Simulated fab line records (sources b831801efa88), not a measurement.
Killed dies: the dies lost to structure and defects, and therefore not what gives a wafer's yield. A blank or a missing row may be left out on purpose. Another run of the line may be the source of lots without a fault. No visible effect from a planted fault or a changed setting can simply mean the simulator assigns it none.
Chamber matching || flow gf180mcu || pecvd-02 running GF_SAB_CVD_00: 3 sister chambers
The step deposits SiO2 from TEOS, target thk 50 nm, time 4.9302 s. 6 wafers are shown with their chamber, then 8 later ones without.

WAFERS PAIRED WITH THEIR CHAMBERS
{"wafer": "L962.1", "chamber": 1, "heater_power_outer_w (W)": 377, "heater_power_w (W)": 617}
{"wafer": "L962.3", "chamber": 0, "heater_power_outer_w (W)": 301, "heater_power_w (W)": 548}
{"wafer": "L969.1", "chamber": 2, "heater_power_outer_w (W)": 432, "heater_power_w (W)": 682}
{"wafer": "L969.4", "chamber": 0, "heater_power_outer_w (W)": 359, "heater_power_w (W)": 619}
{"wafer": "L969.5", "chamber": 1, "heater_power_outer_w (W)": 366, "heater_power_w (W)": 592}
{"wafer": "L971.2", "chamber": 2, "heater_power_outer_w (W)": 450, "heater_power_w (W)": 685}

WAFERS WHOSE CHAMBER IS MISSING
{"wafer": "L971.5", "heater_power_outer_w (W)": 446, "heater_power_w (W)": 703}
{"wafer": "L971.6", "heater_power_outer_w (W)": 358, "heater_power_w (W)": 622}
{"wafer": "L972.2", "heater_power_outer_w (W)": 423, "heater_power_w (W)": 656}
{"wafer": "L972.5", "heater_power_outer_w (W)": 439, "heater_power_w (W)": 685}
{"wafer": "L972.6", "heater_power_outer_w (W)": 373, "heater_power_w (W)": 630}
{"wafer": "L974.1", "heater_power_outer_w (W)": 374, "heater_power_w (W)": 581}
{"wafer": "L974.2", "heater_power_outer_w (W)": 350, "heater_power_w (W)": 618}
{"wafer": "L974.4", "heater_power_outer_w (W)": 375, "heater_power_w (W)": 598}

WHICH CHAMBER EACH ONE RAN IN
{"wafer": "L971.5", "from the rows above": 2, "in truth": 2}
{"wafer": "L971.6", "from the rows above": "can't be placed: 1 or 0", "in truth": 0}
{"wafer": "L972.2", "from the rows above": "can't be placed: 2 or 1", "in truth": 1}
{"wafer": "L972.5", "from the rows above": 2, "in truth": 2}
{"wafer": "L972.6", "from the rows above": "can't be placed: 1 or 0", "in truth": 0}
{"wafer": "L974.1", "from the rows above": "can't be placed: 1 or 0", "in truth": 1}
{"wafer": "L974.2", "from the rows above": "can't be placed: 1 or 0", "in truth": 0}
{"wafer": "L974.4", "from the rows above": "can't be placed: 1 or 0", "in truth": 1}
Placed correctly: 2 of 8. Not placeable from these rows: 6 (in 6, the candidates include the true chamber). Placed wrongly: 0.
How it was worked out, from the rows above alone: a wafer's distance from a chamber is the root of the sum, over the readings, of the square of ((its reading less the chamber's mean) divided by the reading's scatter). If the next closest chamber is less than 2 further off than the closest, the wafer can't be placed; otherwise it belongs to the closest. The mean given for a chamber averages the wafers shown for that chamber. The scatter: take each reading less its chamber's mean, square it, sum over the shown wafers, divide by the number of wafers less the number of chambers, and take the root.
